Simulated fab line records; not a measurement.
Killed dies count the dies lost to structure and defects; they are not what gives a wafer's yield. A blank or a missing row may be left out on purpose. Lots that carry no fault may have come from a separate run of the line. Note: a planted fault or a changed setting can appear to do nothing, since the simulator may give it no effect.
Shared-tool check	flow gf180mcu	Lots sampled 13, wafers sampled 39

== THE REASON FOR OPENING IT ==
At GF_MVPSD_OVL_MEAS_07 the reading MVPSD_OVL is flagged on 2 of 13 lots. Wafers without a fault read 0.6 nm, standard deviation 1.4.
Rule: a lot is flagged when every wafer of it that has a number lies more than 4 standard deviations from that mean, or none has a number. The other lots count as sound.

lot	measured	on	MVPSD_OVL (nm), wafer by wafer	flag
L698	day 5 05:33	overlay-01	0.8 0.3 1.8	
L700	day 5 15:59	overlay-02	1.6 2.0 1.4	
L701	day 6 01:59	overlay-01	0.7 0.0 0.6	
L702	day 6 04:59	overlay-02	1.0 -0.4 -0.1	
L703	day 6 11:15	overlay-01	0.7 0.7 -0.3	
L704	day 6 23:27	overlay-01	2.0 1.2 1.9	
L707	day 7 15:39	overlay-02	292.2 290.1 292.4	FLAGGED
L710	day 8 05:32	overlay-01	294.7 294.2 295.4	FLAGGED
L712	day 8 17:44	overlay-01	0.8 1.4 2.4	
L713	day 9 01:00	overlay-01	2.1 2.2 3.9	
L714	day 9 06:05	overlay-02	1.8 -0.4 0.4	
L716	day 9 19:05	overlay-02	1.1 1.0 2.2	
L718	day 10 07:03	overlay-01	1.5 1.0 2.1	
Flagged lots average 293.2 nm: +292.6 nm relative to the usual, that is +99 or more standard deviations.

== EACH LOT AND THE TOOL IT RAN ON ==
The record holds 1 process step before the reading, out of a route of 602 steps. Every cell lists first the tool, next ch and the chambers used by the sampled wafers, and last the start.
lot	flag	GF_MVPSD_EXPOSE_04
L698		ilineStepper-01 ch 0, day 4 22:29
L700		ilineStepper-01 ch 0, day 5 09:19
L701		ilineStepper-01 ch 0, day 5 18:50
L702		ilineStepper-01 ch 0, day 5 21:56
L703		ilineStepper-02 ch 0, day 6 04:06
L704		ilineStepper-01 ch 0, day 6 15:49
L707	FLAGGED	ilineStepper-01 ch 0, day 7 08:31
L710	FLAGGED	ilineStepper-01 ch 0, day 7 21:51
L712		ilineStepper-02 ch 0, day 8 09:14
L713		ilineStepper-02 ch 0, day 8 17:22
L714		ilineStepper-02 ch 0, day 8 22:46
L716		ilineStepper-02 ch 0, day 9 10:43
L718		ilineStepper-02 ch 0, day 9 23:08
What the steps here do:
- GF_MVPSD_EXPOSE_04: exposes mask MVPSD, target cd 1000 nm.
- GF_MVPSD_OVL_MEAS_07

== FLAGGED OVER TOTAL, TOOL BY TOOL (the gauges that took the reading come last) ==
step	tool	lots run	flagged	share of the flagged lots	sound lots run after its first flagged lot
GF_MVPSD_EXPOSE_04	ilineStepper-01	7	2	all	0
GF_MVPSD_EXPOSE_04	ilineStepper-02	6	0	none	-
GF_MVPSD_OVL_MEAS_07	overlay-01	8	1	some	3 (L712,L713,L718)
GF_MVPSD_OVL_MEAS_07	overlay-02	5	1	some	2 (L714,L716)

== WHAT THE TABLE ALLOWS ==
1 row of the table ran every flagged lot: ilineStepper-01 at GF_MVPSD_EXPOSE_04.
- ilineStepper-01 at GF_MVPSD_EXPOSE_04 ran 7 lots, 2 of them flagged. Its last sound lot is L704 (day 6 15:49), its first flagged lot L707 (day 7 08:31): a fault that began between those two fits.
ilineStepper-01 at GF_MVPSD_EXPOSE_04 is the single tool remaining.

== WHAT WAS PUT IN BY THE SIMULATOR ==
Scanner matching overlay: ilineStepper-01, from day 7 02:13 on, at GF_MVPSD_EXPOSE_04. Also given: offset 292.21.
Struck lots among those shown: L707, L710. This agrees with what the rule above found.
